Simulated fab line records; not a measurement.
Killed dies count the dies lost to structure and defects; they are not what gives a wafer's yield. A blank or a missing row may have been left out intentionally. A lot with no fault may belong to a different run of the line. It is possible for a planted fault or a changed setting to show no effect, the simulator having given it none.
Check of tool commonality -- flow gf180mcu -- Lots sampled 12, wafers sampled 39

## REASON IT WAS OPENED
At GF_VT_IMPLANT_TW_MEAS_10 the reading VT_IMPLANT_TW is flagged on 1 of 12 lots. Wafers without a fault read 562, standard deviation 6.3.
Rule: a lot is flagged when every wafer of it that has a number lies more than 4 standard deviations from that mean, or none has a number. As for the other lots, they are considered sound.

lot,measured,on,"VT_IMPLANT_TW, wafer by wafer",flag
L825,day 6 04:26,filmMetro-04,573 573 572,
L826,day 6 09:02,filmMetro-03,557 556 555,
L827,day 6 12:55,filmMetro-04,571 571 568,
L829,day 7 01:08,filmMetro-03,555 555 554,
L832,day 7 21:16,filmMetro-02,562 561 557,
L834,day 8 07:52,filmMetro-03,553 554 556,
L841,day 10 09:24,filmMetro-04,30 30 30 30 30 30,FLAGGED
L842,day 10 22:43,filmMetro-03,554 559 553,
L844,day 11 02:31,filmMetro-03,553 554 553,
L843,day 11 03:28,filmMetro-04,567 567 567,
L845,day 11 08:08,filmMetro-02,560 562 561,
L846,day 11 18:23,filmMetro-02,563 563 564,
Average over the flagged lots: 30; offset from the usual -532, equal to -84 standard deviations.

## WHICH TOOL EACH LOT WENT THROUGH
The record keeps 1 process step preceding the reading, out of 602 steps on the route. Cell contents, in order: the tool; ch with the chambers the sampled wafers went through; the start.
lot,flag,GF_VT_IMPLANT_EXPOSE_04
L825,,"ilineStepper-01 ch 0, day 5 21:21"
L826,,"ilineStepper-02 ch 0, day 6 01:58"
L827,,"ilineStepper-02 ch 0, day 6 05:49"
L829,,"ilineStepper-02 ch 0, day 6 17:52"
L832,,"ilineStepper-02 ch 0, day 7 13:08"
L834,,"ilineStepper-01 ch 0, day 8 00:32"
L841,FLAGGED,"ilineStepper-02 ch 0, day 10 00:32"
L842,,"ilineStepper-02 ch 0, day 10 13:31"
L844,,"ilineStepper-02 ch 0, day 10 16:50"
L843,,"ilineStepper-01 ch 0, day 10 17:37"
L845,,"ilineStepper-01 ch 0, day 10 23:02"
L846,,"ilineStepper-01 ch 0, day 11 08:52"
What is done by these steps:
- GF_VT_IMPLANT_EXPOSE_04: exposes mask LVPWELL LV AREA, target cd 600 nm.
- GF_VT_IMPLANT_TW_MEAS_10

## FLAGGED AGAINST TOTAL, ONE TOOL AT A TIME (gauges that did the reading follow at the end)
step,tool,lots run,flagged,share of the flagged lots,sound lots run after its first flagged lot
GF_VT_IMPLANT_EXPOSE_04,ilineStepper-01,5,0,none,-
GF_VT_IMPLANT_EXPOSE_04,ilineStepper-02,7,1,all,"2 (L842,L844)"
GF_VT_IMPLANT_TW_MEAS_10,filmMetro-02,3,0,none,-
GF_VT_IMPLANT_TW_MEAS_10,filmMetro-03,5,0,none,-
GF_VT_IMPLANT_TW_MEAS_10,filmMetro-04,4,1,all,1 (L843)

## WHAT IS ALLOWED BY THE TABLE
Rows of the table that ran all the flagged lots, 2 in number: ilineStepper-02 at GF_VT_IMPLANT_EXPOSE_04; filmMetro-04 at GF_VT_IMPLANT_TW_MEAS_10.
- ilineStepper-02 at GF_VT_IMPLANT_EXPOSE_04: 1 of its 7 lots flagged. Sound lots followed the first flagged one (L842, L844) on it, something a lasting fault affecting the whole tool could not allow.
- filmMetro-04 at GF_VT_IMPLANT_TW_MEAS_10: 1 of its 4 lots flagged. Sound lots followed the first flagged one (L843) on it, something a lasting fault affecting the whole tool could not allow.
Not one row of the table ran every flagged lot while running no sound lot after the first.

## WHAT WAS PUT IN BY THE SIMULATOR
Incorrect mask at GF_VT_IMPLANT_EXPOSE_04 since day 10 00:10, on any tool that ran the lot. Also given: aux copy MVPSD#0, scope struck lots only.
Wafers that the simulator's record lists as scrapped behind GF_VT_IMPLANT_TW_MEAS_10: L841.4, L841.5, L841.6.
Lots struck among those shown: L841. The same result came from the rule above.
